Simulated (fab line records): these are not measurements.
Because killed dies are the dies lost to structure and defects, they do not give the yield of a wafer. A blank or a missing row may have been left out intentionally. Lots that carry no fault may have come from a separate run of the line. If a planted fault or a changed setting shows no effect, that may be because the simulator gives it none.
The tool behind it: which one? | flow gf180mcu | 12 lots (36 wafers sampled), 1 step of a 602-step route

WHAT THE GAUGES SHOWED, per wafer
GF_STI_THK_MEAS_24.
lot  | measured    | on            | STI_CVD_23_THK (nm)
L075 | day 2 10:22 | film_metro-01 | 642 639 652
L077 | day 2 20:21 | film_metro-02 | 648 657 659
L079 | day 3 05:44 | film_metro-03 | 648 640 645
L081 | day 3 20:06 | film_metro-03 | 645 649 651
L083 | day 4 03:25 | film_metro-02 | 655 656 660
L085 | day 4 15:31 | film_metro-02 | 642 645 646
L087 | day 4 23:07 | film_metro-03 | 636 641 641
L089 | day 5 09:40 | film_metro-01 | 640 637 647
L091 | day 5 19:41 | film_metro-03 | 650 654 650
L093 | day 6 05:49 | film_metro-03 | 645 650 643
L095 | day 6 15:48 | film_metro-02 | 660 662 646
L097 | day 7 01:47 | film_metro-03 | 660 639 651

EACH LOT AND THE TOOL THAT RAN IT (in order: tool; ch and the chambers of the sampled wafers; start)
No process step before these readings appears in the record.

THE ANSWER, worked out from the rows above alone
Rule: the lots themselves supply what counts as usual. Put in order of their means at a reading, lots are off if they are a third of the lots or fewer, leave a main group of 4 or more, and stand apart from it by a gap of 3 or more times the standard deviation of the main group's means; of several such gaps the widest counts. Not used: any main group whose means are identical at the precision the tables above print for the reading. Also off: a lot with no number at a reading for which 4 or more lots have one. All remaining lots with rows at the step are treated as sound.
Across all readings shown, no lot is off: no conclusion can be drawn from this.

WHAT WAS PUT IN BY THE SIMULATOR
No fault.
